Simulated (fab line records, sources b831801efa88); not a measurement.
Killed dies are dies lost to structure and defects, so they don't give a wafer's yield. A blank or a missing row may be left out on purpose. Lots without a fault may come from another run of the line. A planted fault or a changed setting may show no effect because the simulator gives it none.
fab line records | flow sky130
record lots=6 wafers=18 last_day=50
route steps=708 shown RES_XHIGH@339 SD_N@342 SD_P@359 PAD_OPEN@708
lots that met no fault: from a run of the same line without faults
start_h: hours from the record's first day to the start of the lot's first wafer shown | wait_h: hours since the lot's step before | " the same as in the row above | L1.1+2: a row that stands for several wafers | - no value, or no start given | * or withheld: withheld | < > ~ a bound
route shown NAME@n: a module of which the file shows steps, and the number in the route of the first | usual: mean/standard deviation of fault-free wafers | same: alike in all rows | chamber/n: place in a boat | sites: the reading at each site | _std_site: their standard deviation | _edge_site: outer sites' mean less inner sites' | radius_mm: how far each site lies from the wafer's centre | mask NAME#n: copy n | behind: the tool/chamber that last shaped the wafer | hold: why the lot was held/for how many hours/how that ended | device: the transistor (n, p or np) that didn't switch | end of line: the same wafers' tests at the end of the route | a step without rows: its recipe alone | killed: dies lost to structure and defects at the first sort, not the wafer's yield | map: a wafer's dies, x killed, . not, _ none there
set.NAME: the setting as run; set.NAME@STEP: as run at that earlier step | model.NAME: the simulator's own value behind a step, which no gauge read
lots at some steps of the route; a table a step, a row a wafer
services: from which hour (start_h, from the record's first day; less than 0 if before it) a tool's chamber was out of use, for how many hours, and why
## steps
# step SKY_RES_XHIGH_IMPLANT_07
# recipe species=BF2 energy_kev=20 dose_cm2=3.6e+14 tilt_deg=0
# step SKY_RES_XHIGH_STRIP_08
# recipe chemistry=O2/N2 power_w=1400 pressure_mtorr=1500 platen_temp_c=withheld o2_flow_sccm=3000 n2_flow_sccm=300 overash_fraction=0.5
# usual drypump_motor_current_A=5.6/0.41 o2_flow_sccm=2999/9.3 oes_product_au=0.710/0.0045 strip_time_to_endpoint_s=14.27/0.038
# columns lot.wafer tool chamber start_h wait_h drypump_motor_current_A o2_flow_sccm oes_product_au rf_hours_counter_h strip_time_to_endpoint_s
L704.1 plasma_asher-03 1 620.27 0.1 6.5 2987 0.702 51 14.28
L704.4 " 1 " " 6.5 2994 0.707 - 14.26
L704.5 " 0 " " 5.9 3002 0.705 - 14.26
L715.2 plasma_asher-03 1 718.02 0.1 6.5 3003 0.715 61 14.27
L715.4 " 0 " " 5.9 3000 0.718 - 14.30
L715.5 " 1 " " 6.5 2990 0.711 - 14.32
L718.1 plasma_asher-03 1 745.32 0.1 6.5 3001 0.707 65 14.21
L718.4 " 0 " " 5.9 3004 0.710 - 14.22
L718.6 " 1 " " 6.5 2999 0.712 - 14.26
L722.3 plasma_asher-02 0 776.51 0.1 5.9 3013 0.711 - 14.33
L722.5 " 1 " " 5.5 3002 0.711 - 14.32
L722.6 " 0 " " 5.8 2996 0.715 - 14.32
L724.3 plasma_asher-01 1 794.90 0.1 5.2 2994 0.711 - 14.35
L724.4 " 0 " " 5.3 3002 0.713 - 14.29
L724.5 " 0 " " 5.3 3000 0.710 - 14.28
L725.2 plasma_asher-02 0 812.61 0.1 5.9 2987 0.719 98 14.31
L725.4 " 1 " " 5.4 3001 0.711 - 14.30
L725.6 " 0 " " 5.8 3019 0.711 - 14.27
# step SKY_RES_XHIGH_TW_MEAS_09
# usual RES_XHIGH_TW=1655/10
# columns lot.wafer tool chamber start_h wait_h RES_XHIGH_TW
L704.1 film_metro-04 - 620.37 0.1 1650
L704.4 " - " " 1651
L704.5 " - " " 1661
L715.2 film_metro-04 - 718.13 0.1 1643
L715.4 " - " " 1646
L715.5 " - " " 1644
L718.1 film_metro-04 - 745.42 0.1 1642
L718.4 " - " " 1647
L718.6 " - " " 1647
L722.3 film_metro-03 - 776.59 0.1 1661
L722.5 " - " " 1667
L722.6 " - " " 1664
L724.3 film_metro-01 - 794.98 0.1 1658
L724.4 " - " " 1659
L724.5 " - " " 1669
L725.2 film_metro-04 - 812.72 0.1 1651
L725.4 " - " " 1649
L725.6 " - " " 1654
# step SKY_SD_N_DEHYDRATE_00
# recipe temp_c=200 time_s=60
# step SKY_SD_N_HMDS_01
# recipe prime_time_s=60 prime_temp_c=120
# step SKY_SD_N_COAT_02
# recipe resist=NOVOLAK spin_rpm=3000 resist_thk_nm=1140
# step SKY_SD_N_SOFTBAKE_03
# recipe temp_c=90 time_s=59.13 resist=NOVOLAK
# step SKY_SD_N_EXPOSE_04
# recipe mask_id=NSDM na=0.6 source_shape=conventional sigma_outer=0.6 polarization=unpolarized target_cd_nm=380 dose_mj=141
# step SKY_SD_N_PEB_05
# recipe temp_c=withheld time_s=* resist=NOVOLAK
# step SKY_SD_N_DEVELOP_06
# recipe resist=NOVOLAK developer=TMAH develop_time_s=60 dev_temp_c=23
# step SKY_SD_N_CD_MEAS_07
# recipe target_cd_nm=380
# usual cd_nm=380.2/2.7
# columns lot.wafer tool chamber start_h wait_h cd_nm
L704.1 cd_sem-02 - 648.81 0.1 375.7
L704.4 " - " " 376.8
L704.5 " - " " 374.0
L715.2 cd_sem-02 - 745.80 0.1 387.0
L715.4 " - " " 383.6
L715.5 " - " " 382.7
L718.1 cd_sem-01 - 772.42 0.1 383.5
L718.4 " - " " 380.6
L718.6 " - " " 379.8
L722.3 cd_sem-01 - 802.97 0.1 385.7
L722.5 " - " " 382.9
L722.6 " - " " 383.0
L724.3 cd_sem-02 - 821.57 0.1 383.8
L724.4 " - " " 384.8
L724.5 " - " " 383.7
L725.2 cd_sem-02 - 838.98 0.1 380.4
L725.4 " - " " 377.3
L725.6 " - " " 377.7
# step SKY_SD_N_OVL_MEAS_08
# usual SD_N_OVL=-0.4/1.3
# columns lot.wafer tool chamber start_h wait_h SD_N_OVL[nm]
L704.1 overlay-01 - 648.93 0.1 0.2
L704.4 " - " " 0.8
L704.5 " - " " -0.2
L715.2 overlay-02 - 745.91 0.1 0.3
L715.4 " - " " -0.1
L715.5 " - " " -0.8
L718.1 overlay-01 - 772.54 0.1 1.6
L718.4 " - " " 1.3
L718.6 " - " " 0.0
L722.3 overlay-02 - 803.06 0.1 0.5
L722.5 " - " " -0.4
L722.6 " - " " 1.2
L724.3 overlay-02 - 821.66 0.1 -2.0
L724.4 " - " " -0.5
L724.5 " - " " -0.3
L725.2 overlay-02 - 839.09 0.1 -1.4
L725.4 " - " " 0.2
L725.6 " - " " -0.4
# step SKY_SD_N_IMPLANT_09
# recipe species=As energy_kev=50 dose_cm2=4e+15 tilt_deg=0
# usual beam_on_s=19.6/0.77 faraday_current_uA=11203/420
# columns lot.wafer tool chamber start_h wait_h beam_on_s faraday_current_uA
L704.1 implanter-03 0 648.97 0.0 20.9 10577
L704.4 " 0 " " 21.1 10431
L704.5 " 0 " " 20.6 10614
L715.2 implanter-02 0 745.96 0.0 18.7 11705
L715.4 " 0 " " 18.5 11878
L715.5 " 0 " " 19.5 11237
L718.1 implanter-01 0 772.58 0.0 19.7 11196
L718.4 " 0 " " 19.7 11149
L718.6 " 0 " " 19.0 11458
L722.3 implanter-01 0 803.14 0.1 16.1 13580
L722.5 " 0 " " 16.3 13471
L722.6 " 0 " " 16.2 13550
L724.3 implanter-01 0 821.74 0.1 16.3 13450
L724.4 " 0 " " 16.6 13155
L724.5 " 0 " " 16.7 13059
L725.2 implanter-03 0 839.14 0.0 21.3 10397
L725.4 " 0 " " 20.7 10595
L725.6 " 0 " " 21.8 10058
# step SKY_SD_N_IMPLANT_10
# recipe species=P energy_kev=20 dose_cm2=1e+14 tilt_deg=0
# step SKY_SD_N_STRIP_11
# recipe chemistry=O2/N2 power_w=1400 pressure_mtorr=1500 platen_temp_c=withheld o2_flow_sccm=3000 n2_flow_sccm=300 overash_fraction=0.5
# usual drypump_motor_current_A=5.9/0.47 o2_flow_sccm=3000/9.5 oes_product_au=0.527/0.0047 strip_time_to_endpoint_s=22.58/0.037
# columns lot.wafer tool chamber start_h wait_h drypump_motor_current_A o2_flow_sccm oes_product_au rf_hours_counter_h strip_time_to_endpoint_s
L704.1 plasma_asher-04 0 649.27 0.1 6.0 2997 0.522 90 22.58
L704.4 " 0 " " 6.0 3006 0.525 - 22.62
L704.5 " 1 " " 6.1 3001 0.533 - 22.62
L715.2 plasma_asher-03 0 746.24 0.1 5.9 3004 0.533 65 22.59
L715.4 " 1 " " 6.5 3004 0.534 - 22.53
L715.5 " 1 " " 6.6 3003 0.522 - 22.59
L718.1 plasma_asher-01 0 772.88 0.1 5.2 3010 0.530 34 22.61
L718.4 " 1 " " 5.2 3005 0.527 - 22.57
L718.6 " 0 " " 5.2 2999 0.529 - 22.59
L722.3 plasma_asher-01 0 803.42 0.1 5.2 3009 0.532 - 21.91
L722.5 " 1 " " 5.2 3007 0.541 - 21.87
L722.6 " 0 " " 5.2 3004 0.537 - 21.90
L724.3 plasma_asher-01 0 822.02 0.1 5.2 2999 0.533 - 21.86
L724.4 " 1 " " 5.2 2997 0.539 - 21.93
L724.5 " 1 " " 5.2 2993 0.545 - 21.90
L725.2 plasma_asher-01 0 839.42 0.1 5.2 2995 0.529 40 22.58
L725.4 " 0 " " 5.2 2992 0.529 - 22.55
L725.6 " 0 " " 5.2 2995 0.535 - 22.54
# step SKY_SD_N_TW_MEAS_12
# usual SD_N_TW=4021/23
# columns lot.wafer tool chamber start_h wait_h SD_N_TW
L704.1 film_metro-01 - 649.37 0.1 4035
L704.4 " - " " 4057
L704.5 " - " " 4043
L715.2 film_metro-04 - 746.35 0.1 4025
L715.4 " - " " 4033
L715.5 " - " " 4015
L718.1 film_metro-04 - 772.98 0.1 3991
L718.4 " - " " 3972
L718.6 " - " " 4003
L722.3 film_metro-03 - 803.51 0.1 3989
L722.5 " - " " 3984
L722.6 " - " " 3997
L724.3 film_metro-03 - 822.11 0.1 4020
L724.4 " - " " 4005
L724.5 " - " " 4023
L725.2 film_metro-04 - 839.53 0.1 3994
L725.4 " - " " 4008
L725.6 " - " " 4014
# step SKY_SD_N_CLEAN_13
# recipe chemistry=SC1/SC2 mix=1:4:20 temp_c=70 time_s=150 dry=n2_spin
# step SKY_SD_N_RTA_14
# recipe temp_c=1075 time_s=2 idle_temp_c=650 ramp_up_c_per_s=150 ramp_down_c_per_s=90 ambient=N2
# usual anneal_temp_c_max=1083.0/1.6 lamp_power_pct=15.74/0.052 ramp_up_c_per_s=150.00/0.029 wafer_temp_C_max=1077.9/1.3
# columns lot.wafer tool chamber start_h wait_h anneal_temp_c_max lamp_power_pct ramp_up_c_per_s wafer_temp_C_max
L704.1 rtp_anneal-01 0 649.48 0.0 1082.7 15.74 150.03 1076.4
L704.4 " 0 " " 1082.4 15.72 149.98 1077.6
L704.5 " 0 " " 1081.5 15.83 150.01 1078.6
L715.2 rtp_anneal-01 0 746.51 0.0 1082.2 15.69 150.01 1079.3
L715.4 " 0 " " 1080.8 15.70 149.98 1079.1
L715.5 " 0 " " 1083.4 15.75 150.02 1076.6
L718.1 rtp_anneal-01 0 773.09 0.0 1082.1 15.67 150.02 1080.1
L718.4 " 0 " " 1085.2 15.81 150.02 1079.5
L718.6 " 0 " " 1083.5 15.71 150.02 1077.1
L722.3 rtp_anneal-01 0 803.61 0.0 1081.6 15.82 150.02 1077.9
L722.5 " 0 " " 1081.4 15.73 150.00 1079.2
L722.6 " 0 " " 1081.6 15.69 149.98 1077.2
L724.3 rtp_anneal-01 0 822.21 0.0 1080.5 15.70 149.96 1079.3
L724.4 " 0 " " 1082.2 15.70 149.99 1077.4
L724.5 " 0 " " 1082.8 15.80 150.03 1075.9
L725.2 rtp_anneal-01 0 839.64 0.0 1083.4 15.69 149.98 1075.1
L725.4 " 0 " " 1084.1 15.72 150.09 1077.5
L725.6 " 0 " " 1081.4 15.65 150.04 1077.8
# step SKY_SD_N_RS_MEAS_16
# recipe thk_meas_gauge=four-point-probe
# usual SD_N_RS=68.55/0.096
# columns lot.wafer tool chamber start_h wait_h SD_N_RS[ohm/sq]
L704.1 film_metro-03 - 649.65 0.1 68.41
L704.4 " - " " 68.53
L704.5 " - " " 68.40
L715.2 film_metro-03 - 746.70 0.1 68.52
L715.4 " - " " 68.41
L715.5 " - " " 68.59
L718.1 film_metro-01 - 773.27 0.1 68.60
L718.4 " - " " 68.55
L718.6 " - " " 68.49
L722.3 film_metro-01 - 803.81 0.1 70.12
L722.5 " - " " 70.20
L722.6 " - " " 69.99
L724.3 film_metro-01 - 822.41 0.1 70.24
L724.4 " - " " 70.10
L724.5 " - " " 70.23
L725.2 film_metro-04 - 839.82 0.1 68.61
L725.4 " - " " 68.51
L725.6 " - " " 68.62
# step SKY_SD_N_RS_MEAS_17
# recipe thk_meas_gauge=four-point-probe
# usual SD_P_RS=147.1/0.37
# columns lot.wafer tool chamber start_h wait_h SD_P_RS[ohm/sq]
L704.1 film_metro-03 - 649.77 0.1 147.1
L704.4 " - " " 147.2
L704.5 " - " " 146.6
L715.2 film_metro-03 - 746.82 0.1 147.1
L715.4 " - " " 147.2
L715.5 " - " " 147.0
L718.1 film_metro-01 - 773.39 0.1 146.6
L718.4 " - " " 147.1
L718.6 " - " " 147.1
L722.3 film_metro-01 - 803.93 0.1 147.1
L722.5 " - " " 147.0
L722.6 " - " " 147.1
L724.3 film_metro-01 - 822.53 0.1 146.4
L724.4 " - " " 146.4
L724.5 " - " " 146.9
L725.2 film_metro-04 - 839.94 0.1 146.8
L725.4 " - " " 146.9
L725.6 " - " " 147.2
# step SKY_PAD_OPEN_PROBE_99
# usual killed_at_M0_to_M3=42/6.9 killed_at_M4_up=3.2/1.7 killed_at_contacts=25/5.1 killed_at_front_end=15/4.5 killed_at_other=0.4/0.63 killed_dies=86/9.3 killed_open=46/7 killed_short=39/6.9
# same gross_dies=492 killed_at_back_side=0
# columns lot.wafer tool chamber start_h wait_h killed_at_M0_to_M3 killed_at_M4_up killed_at_contacts killed_at_front_end killed_at_other killed_dies killed_open killed_short model.etest.res_ndiff.line_ohm_um model.etest.licon_ndiff.rc_ohm model.etest.res_ndiff_hv.rs_ohm_sq model.etest.res_ndiff.rs_ohm_sq
L704.1 prober-02 - 1079.68 0.1 50 6 24 9 0 89 56 33 764.7 183.8 113.6 119.6
L704.4 prober-02 - 1079.83 0.2 38 2 24 5 2 71 36 34 760 182.2 113.5 119.8
L704.5 prober-02 - 1079.88 0.2 45 3 25 10 0 83 49 33 750 185.4 113.5 119.5
L715.2 prober-01 - 1149.68 0.1 32 4 25 13 2 76 39 37 754.7 187 111.1 117.7
L715.4 prober-01 - 1149.78 0.2 38 3 23 16 0 80 47 33 760.1 178.8 112 117.9
L715.5 prober-01 - 1149.83 0.2 42 2 23 12 1 80 47 33 763.9 191.6 110.7 118.2
L718.1 prober-01 - 1168.16 0.1 39 1 30 19 0 89 47 42 776.1 178.6 113.1 118.7
L718.4 prober-01 - 1168.31 0.2 41 1 27 13 0 82 50 31 764.9 183 112.3 118.5
L718.6 prober-01 - 1168.41 0.2 32 1 23 29 0 85 50 35 760.9 182.4 112.2 118.4
L722.3 prober-01 - 1187.25 0.2 38 7 21 17 1 84 43 41 792.1 194 121.3 127
L722.5 prober-01 - 1187.35 0.2 46 3 29 10 0 88 48 40 804 206.2 121.3 127
L722.6 prober-01 - 1187.40 0.2 45 3 35 16 0 99 58 41 810.7 196.4 120.6 127.2
L724.3 prober-01 - 1198.19 0.2 42 3 22 10 1 78 39 39 784.9 190.8 119.7 124.5
L724.4 prober-01 - 1198.24 0.2 34 4 42 17 0 97 52 44 809.9 191.5 119.4 125.4
L724.5 prober-01 - 1198.29 0.2 42 4 30 21 0 97 54 43 793.5 181.7 119.3 124.5
L725.2 prober-01 - 1208.08 0.1 47 2 30 13 0 92 53 39 746.8 183.2 114 119.2
L725.4 prober-01 - 1208.18 0.2 46 4 28 7 0 85 40 45 757.8 179 114.3 119
L725.6 prober-01 - 1208.28 0.2 45 2 27 22 0 96 48 48 753.4 185.3 113.5 119.9
# killed by level:class
L704.1 VIA1:geometric_particle:open=14 CONTACT:geometric_particle:open=9 VIA2:geometric_particle:open=8 LI_CONTACT:geometric_particle:open=7 CONTACT:geometric_particle:short=6 METAL2:geometric_particle:short=6 VIA3:geometric_particle:short=6 VIA3:geometric_particle:open=6
L704.4 LI_CONTACT:geometric_particle:open=9 VIA2:geometric_particle:open=8 VIA1:geometric_particle:short=7 CONTACT:geometric_particle:open=5 VIA1:geometric_particle:open=5 VIA3:geometric_particle:open=5 CONTACT:geometric_particle:short=4 LI_CONTACT:geometric_particle:short=3
L704.5 VIA1:geometric_particle:open=12 LI_CONTACT:geometric_particle:open=11 VIA3:geometric_particle:open=10 VIA2:geometric_particle:open=8 CONTACT:geometric_particle:short=6 METAL2:geometric_particle:short=4 POLY_GATE:geometric_particle:short=3 LI_CONTACT:geometric_particle:short=3
L715.2 VIA1:geometric_particle:open=11 CONTACT:geometric_particle:short=7 LI_CONTACT:geometric_particle:open=6 VIA3:geometric_particle:open=6 LOCAL_INTERCONNECT:geometric_particle:short=5 FIELD_ISO:geometric_particle:short=4 CONTACT:geometric_particle:open=4 VIA1:geometric_particle:short=4
L715.4 VIA1:geometric_particle:open=9 LI_CONTACT:geometric_particle:open=7 CONTACT:geometric_particle:open=7 FIELD_ISO:geometric_particle:open=6 VIA2:geometric_particle:open=6 FIELD_ISO:geometric_particle:short=5 LOCAL_INTERCONNECT:geometric_particle:short=5 VIA1:geometric_particle:short=5
L715.5 LI_CONTACT:geometric_particle:open=10 VIA1:geometric_particle:open=10 FIELD_ISO:geometric_particle:open=7 VIA1:geometric_particle:short=7 VIA3:geometric_particle:open=6 CONTACT:geometric_particle:open=5 CONTACT:geometric_particle:short=4 METAL1:geometric_particle:short=4
L718.1 CONTACT:geometric_particle:open=15 FIELD_ISO:geometric_particle:short=10 LI_CONTACT:geometric_particle:open=6 VIA1:geometric_particle:short=6 VIA1:geometric_particle:open=6 VIA2:geometric_particle:open=6 METAL3:geometric_particle:short=5 VIA3:geometric_particle:short=5
L718.4 CONTACT:geometric_particle:open=13 VIA1:geometric_particle:open=10 VIA2:geometric_particle:open=8 LI_CONTACT:geometric_particle:open=7 FIELD_ISO:geometric_particle:short=5 VIA1:geometric_particle:short=5 FIELD_ISO:geometric_particle:open=4 VIA3:geometric_particle:short=4
L718.6 FIELD_ISO:geometric_particle:open=11 VIA2:geometric_particle:open=10 VIA1:geometric_particle:open=9 POLY_GATE:geometric_particle:short=7 LI_CONTACT:geometric_particle:open=7 CONTACT:geometric_particle:open=6 POLY_GATE:geometric_particle:open=5 CONTACT:geometric_particle:short=5
L722.3 VIA1:geometric_particle:open=11 FIELD_ISO:geometric_particle:short=8 CONTACT:geometric_particle:open=7 LI_CONTACT:geometric_particle:open=6 VIA3:geometric_particle:open=6 METAL4:geometric_particle:short=6 METAL2:geometric_particle:short=5 CONTACT:geometric_particle:short=4
L722.5 VIA1:geometric_particle:open=12 METAL2:geometric_particle:short=8 LI_CONTACT:geometric_particle:open=7 CONTACT:geometric_particle:open=7 CONTACT:geometric_particle:short=7 VIA2:geometric_particle:open=6 VIA3:geometric_particle:open=6 METAL1:geometric_particle:short=5
L722.6 CONTACT:geometric_particle:open=15 VIA1:geometric_particle:open=15 LI_CONTACT:geometric_particle:open=7 FIELD_ISO:geometric_particle:short=6 CONTACT:geometric_particle:short=6 VIA3:geometric_particle:open=6 VIA2:geometric_particle:open=5 FIELD_ISO:geometric_particle:open=4
L724.3 LI_CONTACT:geometric_particle:open=8 VIA1:geometric_particle:open=8 METAL1:geometric_particle:short=7 CONTACT:geometric_particle:short=6 VIA3:geometric_particle:open=6 VIA2:geometric_particle:open=6 VIA3:geometric_particle:short=6 CONTACT:geometric_particle:open=5
L724.4 CONTACT:geometric_particle:open=16 LI_CONTACT:geometric_particle:open=11 FIELD_ISO:geometric_particle:short=8 VIA3:geometric_particle:open=8 VIA1:geometric_particle:open=6 VIA2:geometric_particle:open=6 LOCAL_INTERCONNECT:geometric_particle:short=5 METAL1:geometric_particle:short=5
L724.5 CONTACT:geometric_particle:open=11 LI_CONTACT:geometric_particle:open=9 VIA1:geometric_particle:open=9 FIELD_ISO:geometric_particle:short=6 METAL2:geometric_particle:short=6 VIA2:geometric_particle:open=6 VIA3:geometric_particle:open=6 VIA1:geometric_particle:short=5
L725.2 VIA1:geometric_particle:open=15 CONTACT:geometric_particle:short=9 CONTACT:geometric_particle:open=8 METAL1:geometric_particle:short=8 LI_CONTACT:geometric_particle:open=7 VIA3:geometric_particle:open=6 VIA2:geometric_particle:open=4 POLY_GATE:geometric_particle:open=3
L725.4 VIA1:geometric_particle:open=12 LI_CONTACT:geometric_particle:open=7 CONTACT:geometric_particle:short=6 METAL1:geometric_particle:short=6 CONTACT:geometric_particle:open=6 LOCAL_INTERCONNECT:geometric_particle:short=6 VIA1:geometric_particle:short=6 METAL2:geometric_particle:short=6
L725.6 VIA1:geometric_particle:open=11 LOCAL_INTERCONNECT:geometric_particle:short=8 LI_CONTACT:geometric_particle:open=7 CONTACT:geometric_particle:short=7 METAL1:geometric_particle:short=7 POLY_GATE:geometric_particle:short=6 VIA3:geometric_particle:open=6 CONTACT:geometric_particle:open=5
## services
# columns tool chamber start_h hours kind
plasma_asher-02 - 599.76 0.6 repair
plasma_asher-02 - 617.27 24.5 repair
implanter-03 - 626.73 1.9 repair
rtp_anneal-01 - 643.94 4.5 pm
plasma_asher-01 - 679.05 14.7 repair
plasma_asher-02 - 691.80 0.5 repair
plasma_asher-01 - 693.75 2.8 pm
implanter-03 - 702.38 4.1 pm
implanter-03 - 708.72 3.9 repair
implanter-03 - 709.06 1.1 repair
plasma_asher-01 - 709.86 2.4 repair
plasma_asher-04 - 733.75 9.0 pm
plasma_asher-04 0 733.75 9.0 vent_cycle
plasma_asher-04 1 733.75 9.0 vent_cycle
plasma_asher-01 - 738.93 9.2 repair
plasma_asher-04 0 742.75 - clean
plasma_asher-04 1 742.75 - clean
implanter-03 - 745.63 12.2 pm
plasma_asher-04 - 750.26 10.0 pm
implanter-01 - 764.23 5.3 pm
implanter-02 - 792.06 1.5 repair
plasma_asher-04 - 797.02 2.8 pm
plasma_asher-02 - 812.74 3.3 repair
## key
first_sign step=SKY_SD_N_IMPLANT_09 reading=faraday_current_uA direction=up sigmas=5.1 usual=11203 struck=13377
effect step=SKY_SD_N_IMPLANT_09 reading=beam_on_s direction=down sigmas=4.2 usual=19.6 struck=16.4
effect step=SKY_SD_N_STRIP_11 reading=strip_time_to_endpoint_s direction=down sigmas=18 usual=* struck=*
effect step=SKY_SD_N_RS_MEAS_16 reading=SD_N_RS direction=up sigmas=17 usual=68.55 struck=70.15
model_effect step=SKY_PAD_OPEN_PROBE_99 value=etest.res_ndiff.line_ohm_um without=766.1 struck=799.2
met_at SKY_SD_N_IMPLANT_09
struck_wafers L722.3,L722.5,L722.6,L724.3,L724.4,L724.5
tester_left_out L722,L724
onset_between 772.58 803.14
fault kind=process_parameter_drift tool=implanter-01 chamber=- onset_h=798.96 steps=SKY_SD_N_IMPLANT_09 channel=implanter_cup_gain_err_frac offset=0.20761 shape=step end_h=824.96
# tester_left_out: of these lots the tester's yield and bins aren't shown, on N5 and GAA mostly nor the transistor test; their killed dies are dies lost to structure and defects alone, not to doping, threshold or leakage, so they don't give the yield
